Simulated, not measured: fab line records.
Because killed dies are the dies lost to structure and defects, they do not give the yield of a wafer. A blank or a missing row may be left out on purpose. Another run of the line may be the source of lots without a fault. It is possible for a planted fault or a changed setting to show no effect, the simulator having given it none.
What tool caused it? :: flow gf180mcu :: 10 lots, 30 wafers sampled, at 3 steps of a route of 602

WHAT EACH GAUGE READ, for each wafer
GF_M3_RS_MEAS_05: uses a four-point probe to measure.
lot: L646
measured: day 20 13:52
on: filmMetro-01
M3_ALCU_RS (ohm/sq): 0.0688 0.0695 0.0693

lot: L653
measured: day 23 06:16
on: filmMetro-01
M3_ALCU_RS (ohm/sq): 0.0697 0.0701 0.0700

lot: L654
measured: day 23 22:43
on: filmMetro-04
M3_ALCU_RS (ohm/sq): 0.0697 0.0764 0.0695 0.0697 0.0766 0.0695

lot: L660
measured: day 25 17:26
on: filmMetro-02
M3_ALCU_RS (ohm/sq): 0.0696 0.0694 0.0694

lot: L661
measured: day 26 08:00
on: filmMetro-02
M3_ALCU_RS (ohm/sq): 0.0694 0.0699 0.0692

lot: L662
measured: day 26 09:09
on: filmMetro-02
M3_ALCU_RS (ohm/sq): 0.0697 0.0697 0.0697

lot: L663
measured: day 26 14:36
on: filmMetro-04
M3_ALCU_RS (ohm/sq): 0.0694 0.0693 0.0693

lot: L664
measured: day 27 00:26
on: filmMetro-01
M3_ALCU_RS (ohm/sq): 0.0697 0.0699 0.0695

lot: L666
measured: day 27 18:55
on: filmMetro-02
M3_ALCU_RS (ohm/sq): 0.0689 0.0692 0.0689

lot: L667
measured: day 27 21:43
on: filmMetro-01
M3_ALCU_RS (ohm/sq): 0.0684 0.0682 0.0682

EACH LOT AND THE TOOL THAT RAN IT (in order: tool; ch and the chambers of the sampled wafers; start)
lot: L646
GF_V2_CMP_04: cmp-01 ch 1,2,3, day 19 11:23
GF_M3_SPUTTER_02: pvdSputter-03, day 20 13:46

lot: L653
GF_V2_CMP_04: cmp-01 ch 1,2,3, day 22 05:05
GF_M3_SPUTTER_02: pvdSputter-02, day 23 06:09

lot: L654
GF_V2_CMP_04: cmp-02 ch 0,1, day 22 22:05
GF_M3_SPUTTER_02: pvdSputter-04, day 23 22:37

lot: L660
GF_V2_CMP_04: cmp-02 ch 0,2, day 24 17:31
GF_M3_SPUTTER_02: pvdSputter-02, day 25 17:20

lot: L661
GF_V2_CMP_04: cmp-02 ch 0,1, day 25 07:50
GF_M3_SPUTTER_02: pvdSputter-03, day 26 07:50

lot: L662
GF_V2_CMP_04: cmp-02 ch 1,2, day 25 09:34
GF_M3_SPUTTER_02: pvdSputter-02, day 26 09:04

lot: L663
GF_V2_CMP_04: cmp-01 ch 0,2,3, day 25 15:19
GF_M3_SPUTTER_02: pvdSputter-02, day 26 14:31

lot: L664
GF_V2_CMP_04: cmp-01 ch 0,2, day 26 01:31
GF_M3_SPUTTER_02: pvdSputter-03, day 27 00:17

lot: L666
GF_V2_CMP_04: cmp-02 ch 0,3, day 26 21:00
GF_M3_SPUTTER_02: pvdSputter-03, day 27 18:50

lot: L667
GF_V2_CMP_04: cmp-01 ch 0,1, day 26 23:09
GF_M3_SPUTTER_02: pvdSputter-04, day 27 21:36
- GF_V2_CMP_04: polishes SiO2.
- GF_M3_SPUTTER_02: material AlCu, target thk 450 nm, time 23.9 s.

THE ANSWER, worked out from the rows above alone
Rule: what is usual is taken from the lots themselves. The widest of any qualifying gaps counts: lots, ordered by their means at a reading, are off when they make up no more than a third of the lots, leave a main group of 4 or more, and stand apart from it by 3 or more times the standard deviation of that group's means. The tables above print the reading to a certain number of digits; a main group whose means all agree to those digits is not used. A lot without any number at a reading at which 4 lots or more have one is off too. Any other lot the step has rows for is counted as sound.
Off: L654, at GF_M3_RS_MEAS_05 (M3_ALCU_RS). The main group has a mean of 0.0693 ohm/sq with a standard deviation of 0.00046.
A tool fits if, at a process step before that reading, it ran every lot that is off, and no sound lot after the first of them. Those tools and the gauges at GF_M3_RS_MEAS_05 are tried in the same way. None of those tried fits.

WHAT HAD BEEN PUT IN BY THE SIMULATOR
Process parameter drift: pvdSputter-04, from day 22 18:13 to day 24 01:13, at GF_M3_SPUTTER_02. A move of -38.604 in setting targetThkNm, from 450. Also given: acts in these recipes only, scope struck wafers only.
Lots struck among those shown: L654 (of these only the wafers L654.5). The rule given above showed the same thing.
